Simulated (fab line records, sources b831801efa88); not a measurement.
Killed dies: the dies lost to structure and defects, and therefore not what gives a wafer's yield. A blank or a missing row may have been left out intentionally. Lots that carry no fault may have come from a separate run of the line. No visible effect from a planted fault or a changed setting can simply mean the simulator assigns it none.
Which tool was responsible? -- flow sky130 -- 33 wafers sampled from 11 lots at 1 step of a route of 708

== WHAT THE GAUGES SHOWED, per wafer ==
SKY_METAL1_THK_MEAS_06: measures by xrf. Usual: METAL1_ALCU_THK typically reads 250 nm, with standard deviation 3.7.
lot,measured,on,METAL1_ALCU_THK (nm),flag
L465,day 31 23:26,filmMetro-04,251 252 245,
L469,day 33 01:54,filmMetro-01,251 252 252,
L470,day 33 03:27,filmMetro-02,252 252 254,
L471,day 34 04:36,filmMetro-01,243 245 247,
L473,day 34 06:02,filmMetro-01,249 251 250,
L472,day 34 06:19,filmMetro-01,244 244 246,
L478,day 36 03:16,filmMetro-01,257 254 257,
L481,day 36 23:32,filmMetro-04,242 243 245,
L482,day 37 03:05,filmMetro-02,249 245 245,
L483,day 37 11:10,filmMetro-02,253 253 253,
L484,day 38 05:05,filmMetro-04,248 249 254,

== TOOL THAT RAN EACH LOT (tool first, then ch and the chambers of the sampled wafers, then the start) ==
No process step before these readings appears in the record.

== AS READ BY THE TOOLS THEMSELVES (means over the sampled wafers that have a number; for cases with no such wafer, the mark the record gives instead) ==
The record holds no such reading with a usual standard deviation.

== THE ANSWER, worked out from the rows above alone ==
Rule: take the mean of a lot's wafers that have a number; if it is more than 3 standard deviations from the usual mean, the lot is off. Also off: a lot with no number at a reading for which 4 or more lots have one. The other lots that the step has rows for count as sound. First the gauges in route order, then the tools' own readings, where a lot's mean is used as printed above. At the first step where some lot is off, the reading lying furthest off is the one used; lots without a number count as furthest.
Across all readings shown, no lot is off: no conclusion can be drawn from this.

== WHAT WAS PUT IN BY THE SIMULATOR ==
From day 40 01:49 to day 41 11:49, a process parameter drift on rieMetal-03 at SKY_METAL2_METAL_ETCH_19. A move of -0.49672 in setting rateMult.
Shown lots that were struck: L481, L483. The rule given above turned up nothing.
